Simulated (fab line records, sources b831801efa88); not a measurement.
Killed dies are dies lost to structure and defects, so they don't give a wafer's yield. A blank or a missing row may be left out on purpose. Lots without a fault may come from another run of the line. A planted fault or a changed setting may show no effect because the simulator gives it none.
Chamber matching | flow gf180mcu | GF_V1_CMP_04 on cmp-01: 4 sister chambers
The step polishes SiO2. 7 wafers are shown with their chamber, then 7 later ones without.

WAFERS WITH THEIR CHAMBER
wafer  | chamber | motor_current_A (A) | time_to_endpoint_s (s)
L434.5 | 0       | 12.3                | 77
L445.5 | 1       | 11.9                | 84
L452.1 | 2       | 14.2                | 91
L452.4 | 3       | 14.2                | 93
L452.5 | 2       | 14.1                | 98
L454.1 | 3       | 14.0                | 86
L454.3 | 1       | 11.8                | 84

WAFERS WITHOUT THEIR CHAMBER
wafer  | motor_current_A (A) | time_to_endpoint_s (s)
L454.6 | 13.4                | 94
L455.1 | 12.7                | 88
L455.2 | 12.1                | 85
L455.4 | 14.2                | 98
L456.2 | 14.7                | 89
L456.3 | 12.3                | 78
L456.4 | 11.9                | 81

WHICH CHAMBER EACH WENT THROUGH
wafer  | from the rows above     | in truth
L454.6 | can't be placed: 3 or 2 | 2
L455.1 | 0                       | 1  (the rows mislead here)
L455.2 | can't be placed: 1 or 0 | 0
L455.4 | can't be placed: 2 or 3 | 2
L456.2 | can't be placed: 2 or 3 | 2
L456.3 | 0                       | 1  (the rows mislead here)
L456.4 | 1                       | 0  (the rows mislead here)
Placed correctly: 0 of 7. Can't be placed from these rows: 4 (the true chamber is among the candidates in 4). Placed wrongly: 3.
How it was worked out, from the rows above alone: a wafer's distance from a chamber is the root of the sum, over the readings, of the square of ((its reading less the chamber's mean) divided by the reading's scatter). The wafer belongs to the nearest chamber; if the next one is less than 2 further off, it can't be placed. A chamber's mean is the mean of its shown wafers. The scatter: the root of (the sum of the squares of (reading less its chamber's mean) over the shown wafers, divided by (wafers less chambers)).
